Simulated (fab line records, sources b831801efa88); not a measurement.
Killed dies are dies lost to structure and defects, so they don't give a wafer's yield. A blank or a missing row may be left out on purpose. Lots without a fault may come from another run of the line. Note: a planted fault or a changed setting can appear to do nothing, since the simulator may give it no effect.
Which tool did it? -- flow sky130 -- route of 708 steps, sampled at 1 step: 6 lots, 18 wafers

## WHAT EACH GAUGE READ, for each wafer
SKY_DNWELL_TW_MEAS_09.
lot,measured,on,DNWELL_TW
L522,day 3 09:44,film_metro-04,1101 1112 1102
L524,day 3 19:23,film_metro-02,1111 1114 1114
L526,day 4 10:50,film_metro-04,1115 1115 1112
L528,day 4 20:40,film_metro-04,1105 1108 1109
L530,day 5 05:18,film_metro-04,1106 1103 1112
L537,day 6 18:56,film_metro-04,1113 1109 1109

## WHICH TOOL RAN EACH LOT (tool, then ch and the chambers of the sampled wafers, then the start)
Before these readings, the record contains no process step.

## THE ANSWER, worked out from the rows above alone
Rule: the usual values come from the lots themselves. Put in order of their means at a reading, lots are off if they are a third of the lots or fewer, leave a main group of 4 or more, and stand apart from it by a gap of 3 or more times the standard deviation of the main group's means; of several such gaps the widest counts. A main group is skipped when, at the precision printed for the reading in the tables above, its means are all equal. A lot without any number at a reading at which 4 lots or more have one is off too. The other lots that the step has rows for count as sound.
No lot is off on any of the readings shown, so nothing can be concluded from this.

## WHAT THE SIMULATOR HAD PUT IN
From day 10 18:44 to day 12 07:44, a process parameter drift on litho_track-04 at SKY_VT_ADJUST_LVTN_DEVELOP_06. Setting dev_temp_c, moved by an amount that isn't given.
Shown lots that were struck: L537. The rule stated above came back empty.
